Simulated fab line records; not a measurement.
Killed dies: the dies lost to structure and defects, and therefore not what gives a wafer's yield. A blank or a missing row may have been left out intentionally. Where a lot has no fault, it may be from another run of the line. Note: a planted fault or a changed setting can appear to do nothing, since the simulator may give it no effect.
fab line records || flow sfq_line || part 2 of 2: steps 29 to 41 of 41
[record] {"lots": 5, "wafers": 15, "last_day": 85}
route steps=325 shown I6@270 M7@281 I7@296 M8@311
lots that met no fault: from a run of the same line without faults
start_h: start of the lot's first displayed wafer, in hours after the record's first day || wait_h: hours since the lot's step before || " the same as in the row above || L1.1+2: a row that stands for several wafers || - no value, or no start was given || * or withheld: withheld || < > ~ a bound
route shown NAME@n: NAME is a module with steps in the file, n the number in the route of the first one || usual: the fault-free wafers' mean and standard deviation || same: alike in all rows || chamber/n: place in a boat || sites: readings site by site || _std_site: the standard deviation of these || _edge_site: mean of outer sites minus mean of inner sites || radius_mm: for every site, how far away it sits from the centre of the wafer || mask NAME#n: copy n || behind: the tool/chamber that last shaped the wafer || hold: why the lot went on hold/how many hours it stayed there/how the hold came to an end || device: which transistor (n, p or np) failed to switch || end of line: tests of these same wafers at the route's end || a step given without rows: its recipe and nothing more || killed: at the first sort, the dies lost to defects and structure; wafer yield is something else || map: per-die view of a wafer (x killed, . not killed, _ where there is no die)
set.NAME: the setting that was run; set.NAME@STEP: the one run at that earlier step || model.NAME: the simulator's own value behind a step, which no gauge read
lots at some steps of the route; a table a step, a row a wafer
services: from which hour (start_h, from the record's first day; less than 0 if before it) a tool's chamber was out of use, for how many hours, and why
[[steps]]
[step SFQ_TRILAYER_I7_METRO_MEASURE_185]
[usual] {"thk_nm": "200.4/1.2"}
{"lot.wafer": "L076.4", "tool": "film_metro-03", "chamber": "-", "start_h": 1787.66, "wait_h": 0.6, "thk_nm": 198.5}
{"lot.wafer": "L076.5", "tool": "film_metro-03", "chamber": "-", "start_h": 1787.66, "wait_h": 0.6, "thk_nm": 200.0}
{"lot.wafer": "L076.6", "tool": "film_metro-03", "chamber": "-", "start_h": 1787.66, "wait_h": 0.6, "thk_nm": 200.4}
{"lot.wafer": "L078.1", "tool": "film_metro-02", "chamber": "-", "start_h": 1792.64, "wait_h": 0.1, "thk_nm": 202.0}
{"lot.wafer": "L078.3", "tool": "film_metro-02", "chamber": "-", "start_h": 1792.64, "wait_h": 0.1, "thk_nm": 202.4}
{"lot.wafer": "L078.5", "tool": "film_metro-02", "chamber": "-", "start_h": 1792.64, "wait_h": 0.1, "thk_nm": 200.3}
{"lot.wafer": "L080.2", "tool": "film_metro-02", "chamber": "-", "start_h": 1803.64, "wait_h": 0.3, "thk_nm": 199.6}
{"lot.wafer": "L080.3", "tool": "film_metro-02", "chamber": "-", "start_h": 1803.64, "wait_h": 0.3, "thk_nm": 199.7}
{"lot.wafer": "L080.4", "tool": "film_metro-02", "chamber": "-", "start_h": 1803.64, "wait_h": 0.3, "thk_nm": 199.7}
{"lot.wafer": "L083.1", "tool": "film_metro-02", "chamber": "-", "start_h": 1809.44, "wait_h": 0.1, "thk_nm": 202.4}
{"lot.wafer": "L083.3", "tool": "film_metro-02", "chamber": "-", "start_h": 1809.44, "wait_h": 0.1, "thk_nm": 200.4}
{"lot.wafer": "L083.5", "tool": "film_metro-02", "chamber": "-", "start_h": 1809.44, "wait_h": 0.1, "thk_nm": 200.7}
{"lot.wafer": "L088.1", "tool": "film_metro-02", "chamber": "-", "start_h": 1893.87, "wait_h": 0.1, "thk_nm": 202.4}
{"lot.wafer": "L088.3", "tool": "film_metro-02", "chamber": "-", "start_h": 1893.87, "wait_h": 0.1, "thk_nm": 200.4}
{"lot.wafer": "L088.4", "tool": "film_metro-02", "chamber": "-", "start_h": 1893.87, "wait_h": 0.1, "thk_nm": 202.6}
[step SFQ_TRILAYER_I7_VIA_LITHO_COAT_192]
[recipe] {"resist": "BARC", "spin_rpm": 3000, "resist_thk_nm": 62}
{"lot.wafer": "L076.4+5+6", "tool": "litho_track-04", "chamber": 0, "start_h": 1788.41, "wait_h": 0.6}
{"lot.wafer": "L078.1+3+5", "tool": "litho_track-03", "chamber": 0, "start_h": 1793.84, "wait_h": 1.0}
{"lot.wafer": "L080.2+3+4", "tool": "litho_track-04", "chamber": 0, "start_h": 1804.69, "wait_h": 0.8}
{"lot.wafer": "L083.1+3+5", "tool": "litho_track-04", "chamber": 0, "start_h": 1810.64, "wait_h": 1.0}
{"lot.wafer": "L088.1+3+4", "tool": "litho_track-04", "chamber": 0, "start_h": 1895.07, "wait_h": 1.0}
[step SFQ_TRILAYER_I7_VIA_LITHO_COAT_187]
[recipe] {"resist": "KrF", "spin_rpm": 3000, "resist_thk_nm": 650}
{"lot.wafer": "L076.4+5+6", "tool": "litho_track-04", "chamber": 0, "start_h": 1788.71, "wait_h": 0.2}
{"lot.wafer": "L078.1+3+5", "tool": "litho_track-03", "chamber": 0, "start_h": 1794.14, "wait_h": 0.2}
{"lot.wafer": "L080.2+3+4", "tool": "litho_track-04", "chamber": 0, "start_h": 1804.99, "wait_h": 0.2}
{"lot.wafer": "L083.1+3+5", "tool": "litho_track-04", "chamber": 0, "start_h": 1810.94, "wait_h": 0.2}
{"lot.wafer": "L088.1+3+4", "tool": "litho_track-04", "chamber": 0, "start_h": 1895.37, "wait_h": 0.2}
[step SFQ_TRILAYER_I7_VIA_LITHO_SOFTBAKE_191]
[recipe] {"temp_c": "withheld", "time_s": "withheld", "resist": "KrF"}
{"lot.wafer": "L076.4+5+6", "tool": "litho_track-04", "chamber": 0, "start_h": 1788.93, "wait_h": 0.2}
{"lot.wafer": "L078.1+3+5", "tool": "litho_track-03", "chamber": 0, "start_h": 1794.44, "wait_h": 0.2}
{"lot.wafer": "L080.2+3+4", "tool": "litho_track-04", "chamber": 0, "start_h": 1805.27, "wait_h": 0.2}
{"lot.wafer": "L083.1+3+5", "tool": "litho_track-04", "chamber": 0, "start_h": 1811.24, "wait_h": 0.2}
{"lot.wafer": "L088.1+3+4", "tool": "litho_track-04", "chamber": 0, "start_h": 1895.67, "wait_h": 0.2}
[step SFQ_TRILAYER_I7_VIA_LITHO_EXPOSE_188]
[recipe] {"mask_id": "I7", "na": 0.6, "source_shape": "conventional", "sigma_outer": 0.65, "target_cd_nm": 1000, "dose_mj": 21.3}
[usual] {"stage_vel_mm_s": "500.01/0.24"}
{"lot.wafer": "L076.4", "tool": "krf_scanner-01", "chamber": 0, "start_h": 1796.37, "wait_h": "-", "mask": "I7#0", "stage_vel_mm_s": 499.98}
{"lot.wafer": "L076.5", "tool": "krf_scanner-01", "chamber": 0, "start_h": 1796.37, "wait_h": "-", "mask": "I7#0", "stage_vel_mm_s": 499.85}
{"lot.wafer": "L076.6", "tool": "krf_scanner-01", "chamber": 0, "start_h": 1796.37, "wait_h": "-", "mask": "I7#0", "stage_vel_mm_s": 499.61}
{"lot.wafer": "L078.1", "tool": "krf_scanner-01", "chamber": 0, "start_h": 1805.17, "wait_h": "-", "mask": "I7#0", "stage_vel_mm_s": 500.01}
{"lot.wafer": "L078.3", "tool": "krf_scanner-01", "chamber": 0, "start_h": 1805.17, "wait_h": "-", "mask": "I7#0", "stage_vel_mm_s": 499.74}
{"lot.wafer": "L078.5", "tool": "krf_scanner-01", "chamber": 0, "start_h": 1805.17, "wait_h": "-", "mask": "I7#0", "stage_vel_mm_s": 500.01}
{"lot.wafer": "L080.2", "tool": "krf_scanner-01", "chamber": 0, "start_h": 1818.57, "wait_h": "-", "mask": "I7#0", "stage_vel_mm_s": 499.60}
{"lot.wafer": "L080.3", "tool": "krf_scanner-01", "chamber": 0, "start_h": 1818.57, "wait_h": "-", "mask": "I7#0", "stage_vel_mm_s": 499.92}
{"lot.wafer": "L080.4", "tool": "krf_scanner-01", "chamber": 0, "start_h": 1818.57, "wait_h": "-", "mask": "I7#0", "stage_vel_mm_s": 499.81}
{"lot.wafer": "L083.1", "tool": "krf_scanner-01", "chamber": 0, "start_h": 1828.72, "wait_h": "-", "mask": "I7#0", "stage_vel_mm_s": 500.25}
{"lot.wafer": "L083.3", "tool": "krf_scanner-01", "chamber": 0, "start_h": 1828.72, "wait_h": "-", "mask": "I7#0", "stage_vel_mm_s": 499.78}
{"lot.wafer": "L083.5", "tool": "krf_scanner-01", "chamber": 0, "start_h": 1828.72, "wait_h": "-", "mask": "I7#0", "stage_vel_mm_s": 500.00}
{"lot.wafer": "L088.1", "tool": "krf_scanner-02", "chamber": 0, "start_h": 1955.69, "wait_h": "-", "mask": "I7#0", "stage_vel_mm_s": 499.77}
{"lot.wafer": "L088.3", "tool": "krf_scanner-02", "chamber": 0, "start_h": 1955.69, "wait_h": "-", "mask": "I7#0", "stage_vel_mm_s": 500.07}
{"lot.wafer": "L088.4", "tool": "krf_scanner-02", "chamber": 0, "start_h": 1955.69, "wait_h": "-", "mask": "I7#0", "stage_vel_mm_s": 500.35}
[step SFQ_TRILAYER_I7_VIA_LITHO_PEB_190]
[recipe] {"peb_temp_c": 115, "peb_time_s": 60, "resist": "KrF"}
{"lot.wafer": "L076.4+5+6", "tool": "litho_track-01", "chamber": 0, "start_h": 1797.04, "wait_h": 0.5}
{"lot.wafer": "L078.1+3+5", "tool": "litho_track-03", "chamber": 0, "start_h": 1806.37, "wait_h": 1.0}
{"lot.wafer": "L080.2+3+4", "tool": "litho_track-03", "chamber": 0, "start_h": 1819.59, "wait_h": 0.8}
{"lot.wafer": "L083.1+3+5", "tool": "litho_track-01", "chamber": 0, "start_h": 1829.92, "wait_h": 1.0}
{"lot.wafer": "L088.1+3+4", "tool": "litho_track-01", "chamber": 0, "start_h": 1956.89, "wait_h": 1.0}
[step SFQ_TRILAYER_I7_VIA_LITHO_DEVELOP_189]
[recipe] {"time_s": 60, "resist": "KrF"}
{"lot.wafer": "L076.4+5+6", "tool": "litho_track-01", "chamber": 0, "start_h": 1797.19, "wait_h": 0.1}
{"lot.wafer": "L078.1+3+5", "tool": "litho_track-03", "chamber": 0, "start_h": 1806.52, "wait_h": 0.1}
{"lot.wafer": "L080.2+3+4", "tool": "litho_track-03", "chamber": 0, "start_h": 1819.74, "wait_h": 0.1}
{"lot.wafer": "L083.1+3+5", "tool": "litho_track-01", "chamber": 0, "start_h": 1830.07, "wait_h": 0.1}
{"lot.wafer": "L088.1+3+4", "tool": "litho_track-01", "chamber": 0, "start_h": 1957.04, "wait_h": 0.1}
[step SFQ_I7_OVL_MEAS_947]
[usual] {"I7_OVL": "5/5.8"}
{"lot.wafer": "L076.4", "tool": "overlay-02", "chamber": "-", "start_h": 1797.28, "wait_h": 0.1, "I7_OVL[nm]": 3}
{"lot.wafer": "L076.5", "tool": "overlay-02", "chamber": "-", "start_h": 1797.28, "wait_h": 0.1, "I7_OVL[nm]": 5}
{"lot.wafer": "L076.6", "tool": "overlay-02", "chamber": "-", "start_h": 1797.28, "wait_h": 0.1, "I7_OVL[nm]": 4}
{"lot.wafer": "L078.1", "tool": "overlay-01", "chamber": "-", "start_h": 1806.67, "wait_h": 0.1, "I7_OVL[nm]": 3}
{"lot.wafer": "L078.3", "tool": "overlay-01", "chamber": "-", "start_h": 1806.67, "wait_h": 0.1, "I7_OVL[nm]": 12}
{"lot.wafer": "L078.5", "tool": "overlay-01", "chamber": "-", "start_h": 1806.67, "wait_h": 0.1, "I7_OVL[nm]": 3}
{"lot.wafer": "L080.2", "tool": "overlay-01", "chamber": "-", "start_h": 1819.87, "wait_h": 0.1, "I7_OVL[nm]": 8}
{"lot.wafer": "L080.3", "tool": "overlay-01", "chamber": "-", "start_h": 1819.87, "wait_h": 0.1, "I7_OVL[nm]": 2}
{"lot.wafer": "L080.4", "tool": "overlay-01", "chamber": "-", "start_h": 1819.87, "wait_h": 0.1, "I7_OVL[nm]": 2}
{"lot.wafer": "L083.1", "tool": "overlay-01", "chamber": "-", "start_h": 1830.22, "wait_h": 0.1, "I7_OVL[nm]": 0}
{"lot.wafer": "L083.3", "tool": "overlay-01", "chamber": "-", "start_h": 1830.22, "wait_h": 0.1, "I7_OVL[nm]": 2}
{"lot.wafer": "L083.5", "tool": "overlay-01", "chamber": "-", "start_h": 1830.22, "wait_h": 0.1, "I7_OVL[nm]": 6}
{"lot.wafer": "L088.1", "tool": "overlay-02", "chamber": "-", "start_h": 1957.19, "wait_h": 0.1, "I7_OVL[nm]": 2}
{"lot.wafer": "L088.3", "tool": "overlay-02", "chamber": "-", "start_h": 1957.19, "wait_h": 0.1, "I7_OVL[nm]": -1}
{"lot.wafer": "L088.4", "tool": "overlay-02", "chamber": "-", "start_h": 1957.19, "wait_h": 0.1, "I7_OVL[nm]": -2}
[step SFQ_TRILAYER_I7_VIA_BARC_OPEN_VIA_ETCH_260]
[recipe] {"mask_material": "PR", "chemistry": "O2", "target_depth_nm": 125, "target": "BARC", "source_w": 500, "bias_w": 80, "pressure_mtorr": 30, "time_s": 41.7}
[usual] {"drypump_motor_current_A": "5.7/0.37", "oes_product_au": "0.685/0.0041"}
{"lot.wafer": "L076.4", "tool": "rie_diel-04", "chamber": 3, "start_h": 1797.30, "wait_h": 0.0, "drypump_motor_current_A": 6.2, "oes_product_au": 0.687, "rf_hours_counter_h": 4}
{"lot.wafer": "L076.5", "tool": "rie_diel-04", "chamber": 2, "start_h": 1797.30, "wait_h": 0.0, "drypump_motor_current_A": 6.0, "oes_product_au": 0.684, "rf_hours_counter_h": "-"}
{"lot.wafer": "L076.6", "tool": "rie_diel-04", "chamber": 1, "start_h": 1797.30, "wait_h": 0.0, "drypump_motor_current_A": 5.7, "oes_product_au": 0.674, "rf_hours_counter_h": "-"}
{"lot.wafer": "L078.1", "tool": "rie_diel-01", "chamber": 0, "start_h": 1806.70, "wait_h": 0.0, "drypump_motor_current_A": 5.4, "oes_product_au": 0.685, "rf_hours_counter_h": 1}
{"lot.wafer": "L078.3", "tool": "rie_diel-01", "chamber": 1, "start_h": 1806.70, "wait_h": 0.0, "drypump_motor_current_A": 5.8, "oes_product_au": 0.690, "rf_hours_counter_h": 5}
{"lot.wafer": "L078.5", "tool": "rie_diel-01", "chamber": 0, "start_h": 1806.70, "wait_h": 0.0, "drypump_motor_current_A": 5.4, "oes_product_au": 0.688, "rf_hours_counter_h": "-"}
{"lot.wafer": "L080.2", "tool": "rie_diel-04", "chamber": 1, "start_h": 1819.90, "wait_h": 0.0, "drypump_motor_current_A": 5.7, "oes_product_au": 0.685, "rf_hours_counter_h": 3}
{"lot.wafer": "L080.3", "tool": "rie_diel-04", "chamber": 0, "start_h": 1819.90, "wait_h": 0.0, "drypump_motor_current_A": 6.1, "oes_product_au": 0.687, "rf_hours_counter_h": 10}
{"lot.wafer": "L080.4", "tool": "rie_diel-04", "chamber": 2, "start_h": 1819.90, "wait_h": 0.0, "drypump_motor_current_A": 6.0, "oes_product_au": 0.685, "rf_hours_counter_h": 17}
{"lot.wafer": "L083.1", "tool": "rie_diel-02", "chamber": 3, "start_h": 1830.25, "wait_h": 0.0, "drypump_motor_current_A": 5.8, "oes_product_au": 0.687, "rf_hours_counter_h": 13}
{"lot.wafer": "L083.3", "tool": "rie_diel-02", "chamber": 2, "start_h": 1830.25, "wait_h": 0.0, "drypump_motor_current_A": 5.8, "oes_product_au": 0.690, "rf_hours_counter_h": 10}
{"lot.wafer": "L083.5", "tool": "rie_diel-02", "chamber": 0, "start_h": 1830.25, "wait_h": 0.0, "drypump_motor_current_A": 5.5, "oes_product_au": 0.695, "rf_hours_counter_h": "-"}
{"lot.wafer": "L088.1", "tool": "rie_diel-01", "chamber": 0, "start_h": 1957.23, "wait_h": 0.0, "drypump_motor_current_A": 5.4, "oes_product_au": 0.688, "rf_hours_counter_h": 3}
{"lot.wafer": "L088.3", "tool": "rie_diel-01", "chamber": 2, "start_h": 1957.23, "wait_h": 0.0, "drypump_motor_current_A": 6.0, "oes_product_au": 0.688, "rf_hours_counter_h": 0}
{"lot.wafer": "L088.4", "tool": "rie_diel-01", "chamber": 3, "start_h": 1957.23, "wait_h": 0.0, "drypump_motor_current_A": 5.1, "oes_product_au": 0.687, "rf_hours_counter_h": 7}
[step SFQ_TRILAYER_I7_VIA_ETCH_VIA_ETCH_190]
[recipe] {"target": "SiO2", "stop_on": "Nb", "mask_material": "PR", "taper_deg": 20, "chemistry": "CHF3", "target_depth_nm": 260, "source_w": 500, "bias_w": 80, "pressure_mtorr": 30, "time_s": "withheld"}
[usual] {"drypump_motor_current_A": "5.7/0.37", "oes_product_au": "0.856/0.0051"}
{"lot.wafer": "L076.4", "tool": "rie_diel-04", "chamber": 3, "start_h": 1797.34, "wait_h": 0.0, "drypump_motor_current_A": 6.2, "oes_product_au": 0.853}
{"lot.wafer": "L076.5", "tool": "rie_diel-04", "chamber": 2, "start_h": 1797.34, "wait_h": 0.0, "drypump_motor_current_A": 6.0, "oes_product_au": 0.855}
{"lot.wafer": "L076.6", "tool": "rie_diel-04", "chamber": 1, "start_h": 1797.34, "wait_h": 0.0, "drypump_motor_current_A": 5.7, "oes_product_au": 0.847}
{"lot.wafer": "L078.1", "tool": "rie_diel-01", "chamber": 0, "start_h": 1806.74, "wait_h": 0.0, "drypump_motor_current_A": 5.4, "oes_product_au": 0.852}
{"lot.wafer": "L078.3", "tool": "rie_diel-01", "chamber": 1, "start_h": 1806.74, "wait_h": 0.0, "drypump_motor_current_A": 5.8, "oes_product_au": 0.857}
{"lot.wafer": "L078.5", "tool": "rie_diel-01", "chamber": 0, "start_h": 1806.74, "wait_h": 0.0, "drypump_motor_current_A": 5.4, "oes_product_au": 0.857}
{"lot.wafer": "L080.2", "tool": "rie_diel-04", "chamber": 1, "start_h": 1819.94, "wait_h": 0.0, "drypump_motor_current_A": 5.7, "oes_product_au": 0.853}
{"lot.wafer": "L080.3", "tool": "rie_diel-04", "chamber": 0, "start_h": 1819.94, "wait_h": 0.0, "drypump_motor_current_A": 6.1, "oes_product_au": 0.860}
{"lot.wafer": "L080.4", "tool": "rie_diel-04", "chamber": 2, "start_h": 1819.94, "wait_h": 0.0, "drypump_motor_current_A": 6.0, "oes_product_au": 0.854}
{"lot.wafer": "L083.1", "tool": "rie_diel-02", "chamber": 3, "start_h": 1830.29, "wait_h": 0.0, "drypump_motor_current_A": 5.8, "oes_product_au": 0.857}
{"lot.wafer": "L083.3", "tool": "rie_diel-02", "chamber": 2, "start_h": 1830.29, "wait_h": 0.0, "drypump_motor_current_A": 5.8, "oes_product_au": 0.849}
{"lot.wafer": "L083.5", "tool": "rie_diel-02", "chamber": 0, "start_h": 1830.29, "wait_h": 0.0, "drypump_motor_current_A": 5.5, "oes_product_au": 0.851}
{"lot.wafer": "L088.1", "tool": "rie_diel-01", "chamber": 0, "start_h": 1957.27, "wait_h": 0.0, "drypump_motor_current_A": 5.4, "oes_product_au": 0.858}
{"lot.wafer": "L088.3", "tool": "rie_diel-01", "chamber": 2, "start_h": 1957.27, "wait_h": 0.0, "drypump_motor_current_A": 6.0, "oes_product_au": 0.856}
{"lot.wafer": "L088.4", "tool": "rie_diel-01", "chamber": 3, "start_h": 1957.27, "wait_h": 0.0, "drypump_motor_current_A": 5.2, "oes_product_au": 0.856}
[step SFQ_TRILAYER_I7_VIA_STRIP_STRIP_191]
[recipe] {"gas": "O2", "power_w": 200, "platen_temp_c": 40, "overash_fraction": 0.65, "chemistry": "O2", "pressure_mtorr": 50}
[usual] {"drypump_motor_current_A": "5.5/0.59", "oes_product_au": "0.998/0.0089"}
{"lot.wafer": "L076.4", "tool": "rie_metal-02", "chamber": 1, "start_h": 1798.05, "wait_h": "-", "drypump_motor_current_A": 5.7, "oes_product_au": 0.990, "rf_hours_counter_h": "-"}
{"lot.wafer": "L076.5", "tool": "rie_metal-02", "chamber": 1, "start_h": 1798.05, "wait_h": "-", "drypump_motor_current_A": 5.7, "oes_product_au": 1.006, "rf_hours_counter_h": "-"}
{"lot.wafer": "L076.6", "tool": "rie_metal-02", "chamber": 1, "start_h": 1798.05, "wait_h": "-", "drypump_motor_current_A": 5.7, "oes_product_au": 0.994, "rf_hours_counter_h": "-"}
{"lot.wafer": "L078.1", "tool": "rie_metal-01", "chamber": 1, "start_h": 1806.85, "wait_h": "-", "drypump_motor_current_A": 6.7, "oes_product_au": 1.005, "rf_hours_counter_h": 36}
{"lot.wafer": "L078.3", "tool": "rie_metal-01", "chamber": 1, "start_h": 1806.85, "wait_h": "-", "drypump_motor_current_A": 6.6, "oes_product_au": 0.997, "rf_hours_counter_h": "-"}
{"lot.wafer": "L078.5", "tool": "rie_metal-01", "chamber": 0, "start_h": 1806.85, "wait_h": "-", "drypump_motor_current_A": 5.1, "oes_product_au": 0.997, "rf_hours_counter_h": "-"}
{"lot.wafer": "L080.2", "tool": "rie_metal-01", "chamber": 0, "start_h": 1820.05, "wait_h": "-", "drypump_motor_current_A": 5.1, "oes_product_au": 1.009, "rf_hours_counter_h": 64}
{"lot.wafer": "L080.3", "tool": "rie_metal-01", "chamber": 0, "start_h": 1820.05, "wait_h": "-", "drypump_motor_current_A": 5.1, "oes_product_au": 1.007, "rf_hours_counter_h": "-"}
{"lot.wafer": "L080.4", "tool": "rie_metal-01", "chamber": 1, "start_h": 1820.05, "wait_h": "-", "drypump_motor_current_A": 6.7, "oes_product_au": 1.005, "rf_hours_counter_h": "-"}
{"lot.wafer": "L083.1", "tool": "rie_metal-02", "chamber": 0, "start_h": 1830.40, "wait_h": "-", "drypump_motor_current_A": 5.0, "oes_product_au": 0.995, "rf_hours_counter_h": 74}
{"lot.wafer": "L083.3", "tool": "rie_metal-02", "chamber": 0, "start_h": 1830.40, "wait_h": "-", "drypump_motor_current_A": 5.0, "oes_product_au": 0.976, "rf_hours_counter_h": "-"}
{"lot.wafer": "L083.5", "tool": "rie_metal-02", "chamber": 1, "start_h": 1830.40, "wait_h": "-", "drypump_motor_current_A": 5.7, "oes_product_au": 0.995, "rf_hours_counter_h": "-"}
{"lot.wafer": "L088.1", "tool": "rie_metal-01", "chamber": 0, "start_h": 1957.38, "wait_h": "-", "drypump_motor_current_A": 5.1, "oes_product_au": 0.996, "rf_hours_counter_h": 81}
{"lot.wafer": "L088.3", "tool": "rie_metal-01", "chamber": 1, "start_h": 1957.38, "wait_h": "-", "drypump_motor_current_A": 6.6, "oes_product_au": 0.993, "rf_hours_counter_h": "-"}
{"lot.wafer": "L088.4", "tool": "rie_metal-01", "chamber": 0, "start_h": 1957.38, "wait_h": "-", "drypump_motor_current_A": 5.1, "oes_product_au": 0.992, "rf_hours_counter_h": "-"}
[step SFQ_TRILAYER_I7_VIA_STRIP_SOLV_CLEAN_192]
[recipe] {"chemistry": "NMP", "temp_c": 70, "time_s": 600}
{"lot.wafer": "L076.4+5+6", "tool": "wet_bench-04", "chamber": "6,0,5", "start_h": 1798.65, "wait_h": 0.4}
{"lot.wafer": "L078.1+3+5", "tool": "wet_bench-04", "chamber": "3,7,1", "start_h": 1807.45, "wait_h": 0.4}
{"lot.wafer": "L080.2+3+4", "tool": "wet_bench-01", "chamber": "2,1,5", "start_h": 1820.65, "wait_h": 0.4}
{"lot.wafer": "L083.1+3+5", "tool": "wet_bench-02", "chamber": "0,5,1", "start_h": 1831.00, "wait_h": 0.4}
{"lot.wafer": "L088.1+3+4", "tool": "wet_bench-04", "chamber": "1,5,7", "start_h": 1957.98, "wait_h": 0.4}
[step SFQ_TRILAYER_M8_LITHO_LOR_COAT_197]
[recipe] {"resist": "lift-off", "spin_rpm": 3000}
{"lot.wafer": "L076.4+5+6", "tool": "litho_track-03", "chamber": 0, "start_h": 1798.98, "wait_h": 0.1}
{"lot.wafer": "L078.1+3+5", "tool": "litho_track-02", "chamber": 0, "start_h": 1807.63, "wait_h": 0.0}
{"lot.wafer": "L080.2+3+4", "tool": "litho_track-03", "chamber": 0, "start_h": 1820.88, "wait_h": 0.1}
{"lot.wafer": "L083.1+3+5", "tool": "litho_track-01", "chamber": 0, "start_h": 1831.20, "wait_h": 0.0}
{"lot.wafer": "L088.1+3+4", "tool": "litho_track-01", "chamber": 0, "start_h": 1958.15, "wait_h": 0.0}
[[services]]
{"tool": "rie_diel-02", "chamber": 1, "start_h": 1658.90, "hours": 7.3, "kind": "repair"}
{"tool": "rie_diel-02", "chamber": 2, "start_h": 1661.22, "hours": 7.3, "kind": "repair"}
{"tool": "pvd_sputter-04", "chamber": "-", "start_h": 1664.34, "hours": 7.6, "kind": "repair"}
{"tool": "rie_metal-04", "chamber": "-", "start_h": 1698.29, "hours": 0.4, "kind": "repair"}
{"tool": "krf_scanner-01", "chamber": "-", "start_h": 1698.33, "hours": 1.3, "kind": "pm"}
{"tool": "rie_diel-02", "chamber": 1, "start_h": 1707.95, "hours": 6.9, "kind": "repair"}
{"tool": "rie_metal-04", "chamber": 0, "start_h": 1708.97, "hours": 1.4, "kind": "repair"}
{"tool": "rie_metal-01", "chamber": 1, "start_h": 1712.24, "hours": 18.4, "kind": "repair"}
{"tool": "rie_metal-01", "chamber": 0, "start_h": 1713.43, "hours": 13.7, "kind": "repair"}
{"tool": "rie_diel-02", "chamber": "-", "start_h": 1717.99, "hours": 0.2, "kind": "repair"}
{"tool": "rie_diel-02", "chamber": "-", "start_h": 1724.37, "hours": 2.8, "kind": "pm"}
{"tool": "krf_scanner-01", "chamber": "-", "start_h": 1733.81, "hours": 4.0, "kind": "pm"}
{"tool": "rie_diel-04", "chamber": "-", "start_h": 1744.78, "hours": 0.7, "kind": "repair"}
{"tool": "pvd_sputter-04", "chamber": "-", "start_h": 1754.24, "hours": 0.5, "kind": "repair"}
{"tool": "rie_diel-02", "chamber": 0, "start_h": 1765.80, "hours": 4.5, "kind": "repair"}
{"tool": "rie_diel-02", "chamber": 2, "start_h": 1786.53, "hours": 1.3, "kind": "repair"}
{"tool": "rie_metal-01", "chamber": "-", "start_h": 1794.11, "hours": 2.8, "kind": "pm"}
{"tool": "rie_metal-04", "chamber": 0, "start_h": 1796.63, "hours": 2.1, "kind": "repair"}
{"tool": "krf_scanner-01", "chamber": "-", "start_h": 1804.17, "hours": 1.0, "kind": "pm"}
{"tool": "krf_scanner-01", "chamber": "-", "start_h": 1874.32, "hours": 1.3, "kind": "pm"}
{"tool": "pvd_sputter-04", "chamber": "-", "start_h": 1907.12, "hours": 1.7, "kind": "repair"}
{"tool": "krf_scanner-01", "chamber": "-", "start_h": 1928.08, "hours": 4.4, "kind": "pm"}
{"tool": "krf_scanner-01", "chamber": "-", "start_h": 1949.93, "hours": 0.8, "kind": "pm"}
{"tool": "pvd_sputter-04", "chamber": "-", "start_h": 1952.55, "hours": 2.3, "kind": "repair"}
